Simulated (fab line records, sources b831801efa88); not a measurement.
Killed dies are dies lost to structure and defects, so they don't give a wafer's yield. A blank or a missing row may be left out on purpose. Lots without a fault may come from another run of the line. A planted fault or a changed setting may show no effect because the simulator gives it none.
Tool commonality check | flow sky130 | 11 lots, 39 wafers sampled

WHY IT WAS OPENED
At SKY_GATE_OXIDE_THK_MEAS_02 the reading GATE_OXIDE_OXIDATION_00_THK is flagged on 2 of 11 lots. Wafers without a fault read 10.23 nm, standard deviation 0.16.
Rule: a lot is flagged when every wafer of it that has a number lies more than 4 standard deviations from that mean, or none has a number. The other lots count as sound.

lot  | measured     | on            | GATE_OXIDE_OXIDATION_00_THK (nm), wafer by wafer | flag
L474 | day 12 19:58 | film_metro-01 | 10.58 10.67 10.31                                |
L475 | day 13 06:11 | film_metro-03 | 10.19 10.09 10.22                                |
L476 | day 13 12:34 | film_metro-03 | 10.10 10.33 10.20                                |
L477 | day 13 22:11 | film_metro-01 | 10.19 10.02 10.14                                |
L478 | day 14 07:47 | film_metro-03 | 10.13 10.03 10.05                                |
L483 | day 16 03:10 | film_metro-03 | 8.14 8.06 7.98 8.11 8.10 8.04                    | FLAGGED
L482 | day 16 04:33 | film_metro-04 | 8.23 8.29 8.20 8.18 8.19 8.18                    | FLAGGED
L490 | day 19 03:20 | film_metro-01 | 10.16 10.21 10.09                                |
L491 | day 19 05:30 | film_metro-01 | 10.21 10.25 10.33                                |
L492 | day 19 13:25 | film_metro-01 | 10.19 10.40 10.10                                |
L495 | day 20 09:37 | film_metro-04 | 10.57 10.31 10.30                                |
The numbers of the flagged lots are 8.14 nm on average: -2.09 nm against the usual, or -13 standard deviations.

WHICH TOOL RAN EACH LOT
The record holds 2 process steps before the reading, out of a route of 708 steps. In each cell: the tool, then ch and the chambers that the sampled wafers went through, then the start.
lot  | flag    | SKY_SONOS_ONO_STRIP_17               | SKY_GATE_OXIDE_OXIDATION_01
L474 |         | plasma_asher-01 ch 0,1, day 12 17:49 | furnace-01 ch 0, day 12 18:34
L475 |         | plasma_asher-01 ch 0,1, day 13 04:09 | furnace-02 ch 0, day 13 04:46
L476 |         | plasma_asher-03 ch 0,1, day 13 10:57 | furnace-01 ch 0, day 13 11:10
L477 |         | plasma_asher-03 ch 0,1, day 13 20:34 | furnace-01 ch 0, day 13 20:46
L478 |         | plasma_asher-03 ch 0,1, day 14 05:07 | furnace-01 ch 0, day 14 06:22
L483 | FLAGGED | plasma_asher-01 ch 0,1, day 16 01:29 | furnace-01 ch 0, day 16 01:44
L482 | FLAGGED | plasma_asher-01 ch 0,1, day 16 02:39 | furnace-01 ch 0, day 16 03:08
L490 |         | plasma_asher-03 ch 0, day 18 22:40   | furnace-02 ch 0, day 19 01:55
L491 |         | plasma_asher-04 ch 0,1, day 19 01:55 | furnace-01 ch 0, day 19 04:05
L492 |         | plasma_asher-01 ch 0,1, day 19 11:49 | furnace-01 ch 0, day 19 12:01
L495 |         | plasma_asher-04 ch 0,1, day 20 08:00 | furnace-02 ch 0, day 20 08:13
What these steps do:
- SKY_SONOS_ONO_STRIP_17: strips in O2/N2.
- SKY_GATE_OXIDE_OXIDATION_01: stabilise 600 s, purge 300 s, target thk 10.268 nm.
- SKY_GATE_OXIDE_THK_MEAS_02

FLAGGED OVER TOTAL, TOOL BY TOOL (the gauges that took the reading come last)
step                        | tool            | lots run | flagged | share of the flagged lots | sound lots run after its first flagged lot
SKY_SONOS_ONO_STRIP_17      | plasma_asher-01 | 5        | 2       | all                       | 1 (L492)
SKY_SONOS_ONO_STRIP_17      | plasma_asher-03 | 4        | 0       | none                      | -
SKY_SONOS_ONO_STRIP_17      | plasma_asher-04 | 2        | 0       | none                      | -
SKY_GATE_OXIDE_OXIDATION_01 | furnace-01      | 8        | 2       | all                       | 2 (L491,L492)
SKY_GATE_OXIDE_OXIDATION_01 | furnace-02      | 3        | 0       | none                      | -
SKY_GATE_OXIDE_THK_MEAS_02  | film_metro-01   | 5        | 0       | none                      | -
SKY_GATE_OXIDE_THK_MEAS_02  | film_metro-03   | 4        | 1       | some                      | 0
SKY_GATE_OXIDE_THK_MEAS_02  | film_metro-04   | 2        | 1       | some                      | 1 (L495)

WHAT THE TABLE ALLOWS
2 rows of the table ran every flagged lot: plasma_asher-01 at SKY_SONOS_ONO_STRIP_17, furnace-01 at SKY_GATE_OXIDE_OXIDATION_01.
- plasma_asher-01 at SKY_SONOS_ONO_STRIP_17: 2 of its 5 lots flagged. Sound lots ran on it after the first flagged one (L492), which a lasting fault on the whole tool wouldn't allow.
- furnace-01 at SKY_GATE_OXIDE_OXIDATION_01: 2 of its 8 lots flagged. Sound lots ran on it after the first flagged one (L491, L492), which a lasting fault on the whole tool wouldn't allow. Its own readings lie more than 4 standard deviations out on every wafer of the flagged lots: spike_tc_bottom_C, spike_tc_centre_C, spike_tc_lower_C, spike_tc_top_C, spike_tc_upper_C.
No row of the table ran every flagged lot and no sound lot after the first.

WHAT THE SIMULATOR HAD PUT IN
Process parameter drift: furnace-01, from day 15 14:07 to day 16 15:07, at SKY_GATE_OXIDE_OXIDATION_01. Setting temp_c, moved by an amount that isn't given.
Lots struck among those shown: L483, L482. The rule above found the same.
